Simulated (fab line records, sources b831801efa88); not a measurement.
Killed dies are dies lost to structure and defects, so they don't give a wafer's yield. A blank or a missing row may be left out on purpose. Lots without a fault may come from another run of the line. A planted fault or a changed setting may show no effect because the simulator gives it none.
Which tool did it? | flow sky130 | 6 lots, 18 wafers sampled, at 1 step of a route of 708

WHAT THE GAUGES READ, wafer by wafer
SKY_SD_P_OVL_MEAS_08.
lot  | measured     | on         | SD_P_OVL (nm)
L189 | day 25 10:38 | overlay-02 | 4.8 5.1 2.7
L196 | day 28 11:17 | overlay-01 | 0.3 -0.2 0.2
L198 | day 29 09:29 | overlay-01 | 0.2 -1.3 0.3
L202 | day 31 20:35 | overlay-01 | 1.9 2.5 2.1
L206 | day 32 05:31 | overlay-01 | 0.8 -1.5 0.7
L209 | day 33 00:28 | overlay-02 | 1.6 0.2 1.8

WHICH TOOL RAN EACH LOT (tool, then ch and the chambers of the sampled wafers, then the start)
The record holds no process step before these readings.

THE ANSWER, worked out from the rows above alone
Rule: what is usual is taken from the lots themselves. Put in order of their means at a reading, lots are off if they are a third of the lots or fewer, leave a main group of 4 or more, and stand apart from it by a gap of 3 or more times the standard deviation of the main group's means; of several such gaps the widest counts. A main group whose means are all the same, to the digits that the tables above print for the reading, isn't used. A lot without any number at a reading at which 4 lots or more have one is off too. The other lots that the step has rows for count as sound.
No lot is off at any reading shown: from this, nothing can be told.

WHAT THE SIMULATOR HAD PUT IN
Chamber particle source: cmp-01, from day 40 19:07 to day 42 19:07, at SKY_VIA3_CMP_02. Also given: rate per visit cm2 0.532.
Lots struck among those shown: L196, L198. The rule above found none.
